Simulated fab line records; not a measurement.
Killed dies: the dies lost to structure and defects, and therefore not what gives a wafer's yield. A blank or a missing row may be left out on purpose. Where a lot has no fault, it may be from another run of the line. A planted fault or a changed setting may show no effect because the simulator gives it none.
Which of the tools did it?	flow sky130	72 wafers from 24 lots sampled at 3 of the route's 708 steps

## WHAT EACH GAUGE READ, for each wafer
SKY_VT_ADJUST_NCORE_OVL_MEAS_08.
lot	measured	on	VT_ADJUST_NCORE_OVL (nm)
L074	day 8 11:38	overlay-02	0.6 0.1 1.6
L075	day 8 18:30	overlay-01	0.5 0.3 1.1
L076	day 9 11:05	overlay-01	-1.5 -3.4 -2.2
L077	day 9 15:22	overlay-02	2.8 1.3 0.4
L078	day 9 23:52	overlay-02	-0.7 -0.9 1.2
L079	day 10 05:16	overlay-01	-2.8 -0.4 -0.6
L080	day 10 11:11	overlay-02	1.7 2.9 3.3
L081	day 10 14:40	overlay-01	2.0 0.4 0.7
L082	day 10 23:35	overlay-02	1.2 2.0 2.3
L083	day 11 05:18	overlay-01	0.2 0.7 -0.2
L084	day 11 12:01	overlay-01	-1.6 -2.6 -2.0
L085	day 11 20:30	overlay-01	-0.2 -2.7 -1.9
L086	day 12 03:25	overlay-01	-0.3 0.1 -1.0
L087	day 12 07:55	overlay-02	1.8 1.5 2.8
L088	day 12 13:55	overlay-01	-0.3 0.5 -2.1
L089	day 12 21:19	overlay-01	-0.1 0.5 -1.9
L090	day 13 10:32	overlay-01	-3.1 -1.9 0.4
L091	day 13 14:29	overlay-02	1.4 0.8 0.9
L092	day 13 18:25	overlay-01	0.0 -2.4 -0.4
L093	day 14 06:01	overlay-02	2.4 -0.6 0.4
L094	day 14 11:19	overlay-02	-0.4 1.2 0.1
L095	day 14 18:10	overlay-01	2.1 2.9 2.2
L096	day 14 20:23	overlay-01	-2.5 -0.1 1.1
L097	day 15 05:49	overlay-02	4.0 -0.4 1.2

SKY_VT_ADJUST_HVTR_OVL_MEAS_08.
lot	measured	on	VT_ADJUST_HVTR_OVL (nm)
L074	day 9 09:25	overlay-02	2.9 2.4 2.3
L075	day 9 17:07	overlay-01	-2.9 -3.9 -4.8
L076	day 10 08:10	overlay-02	1.1 2.4 2.4
L077	day 10 11:55	overlay-02	0.5 2.2 -0.8
L078	day 10 21:30	overlay-02	-1.0 0.5 0.3
L079	day 11 03:46	overlay-01	-0.8 0.2 -0.6
L080	day 11 10:34	overlay-02	2.1 0.2 1.1
L081	day 11 13:43	overlay-02	-0.9 1.2 0.9
L082	day 11 23:22	overlay-02	-3.5 -3.4 -1.0
L083	day 12 05:50	overlay-02	-0.2 -0.1 0.6
L084	day 12 13:01	overlay-01	-0.4 0.3 -0.7
L085	day 12 20:26	overlay-02	0.1 2.2 2.4
L086	day 13 04:17	overlay-01	-0.1 0.6 -0.2
L087	day 13 08:59	overlay-02	2.2 -2.3 0.2
L088	day 13 14:40	overlay-01	-1.5 -1.0 -0.2
L089	day 13 22:18	overlay-01	-1.8 -2.7 -0.8
L090	day 14 11:31	overlay-01	1.2 -0.6 -0.5
L091	day 14 15:01	overlay-01	-0.7 -1.2 -0.6
L092	day 14 20:05	overlay-02	1.0 0.3 0.1
L093	day 15 09:06	overlay-02	-0.4 0.8 0.9
L094	day 15 13:23	overlay-02	0.4 -0.1 0.2
L095	day 15 20:40	overlay-02	2.0 -3.7 -0.5
L096	day 16 00:08	overlay-01	-1.8 -1.8 -2.4
L097	day 16 09:46	overlay-02	1.0 0.7 2.0

SKY_GATE_OXIDE_THK_MEAS_02.
lot	measured	on	GATE_OXIDE_OXIDATION_00_THK (nm)
L074	day 12 12:20	film metro-03	10.27 10.20 10.15
L075	day 12 22:18	film metro-04	10.52 10.61 10.60
L076	day 13 21:30	film metro-03	10.19 10.42 10.25
L077	day 13 21:31	film metro-04	10.29 10.26 10.35
L078	day 15 04:46	film metro-03	10.12 10.00 10.11
L079	day 15 06:10	film metro-03	10.21 10.30 10.45
L080	day 15 06:09	film metro-02	10.25 10.42 10.34
L081	day 15 06:13	film metro-03	9.90 9.93 9.87
L082	day 15 13:04	film metro-02	10.25 10.28 10.09
L083	day 15 17:11	film metro-02	10.10 10.26 10.30
L084	day 16 08:38	film metro-03	10.49 10.39 10.55
L085	day 16 14:17	film metro-03	9.89 9.91 10.10
L086	day 16 19:04	film metro-04	10.24 10.33 9.95
L087	day 17 00:41	film metro-03	10.11 10.12 10.30
L088	day 17 08:16	film metro-03	10.30 10.10 10.31
L089	day 17 16:28	film metro-03	10.17 10.38 10.38
L090	day 18 07:02	film metro-03	9.82 10.09 10.05
L091	day 18 12:38	film metro-02	9.72 9.88 9.73
L092	day 18 20:25	film metro-03	10.09 10.10 10.15
L093	day 19 08:04	film metro-04	10.38 10.38 10.36
L094	day 19 13:13	film metro-04	10.33 10.04 10.21
L095	day 19 18:23	film metro-03	10.12 10.02 10.16
L096	day 19 23:58	film metro-02	10.55 10.54 10.41
L097	day 20 08:58	film metro-02	10.18 10.21 10.19

## TOOL THAT RAN EACH LOT (tool first, then ch and the chambers of the sampled wafers, then the start)
No process step before these readings appears in the record.

## WHAT THE TOOLS THEMSELVES READ (means of the sampled wafers that have a number; where no wafer has one, the mark that the record gives instead)
The record holds no such reading with a usual standard deviation.

## THE ANSWER, worked out from the rows above alone
Rule: what is usual is taken from the lots themselves. Put in order of their means at a reading, lots are off if they are a third of the lots or fewer, leave a main group of 4 or more, and stand apart from it by a gap of 3 or more times the standard deviation of the main group's means; of several such gaps the widest counts. Not used: any main group whose means are identical at the precision the tables above print for the reading. Also off: a lot with no number at a reading for which 4 or more lots have one. Where the step has rows for the other lots, those lots are counted as sound. Order of review: gauges by route order, followed by the tools' own readings, for which a lot's mean as printed above is used. The first step at which some lot is off is used, and at that step the reading that is off furthest; a lot without a number counts as furthest.
No lot is off on any of the readings shown, so nothing can be concluded from this.

## WHAT THE SIMULATOR HAD INSERTED
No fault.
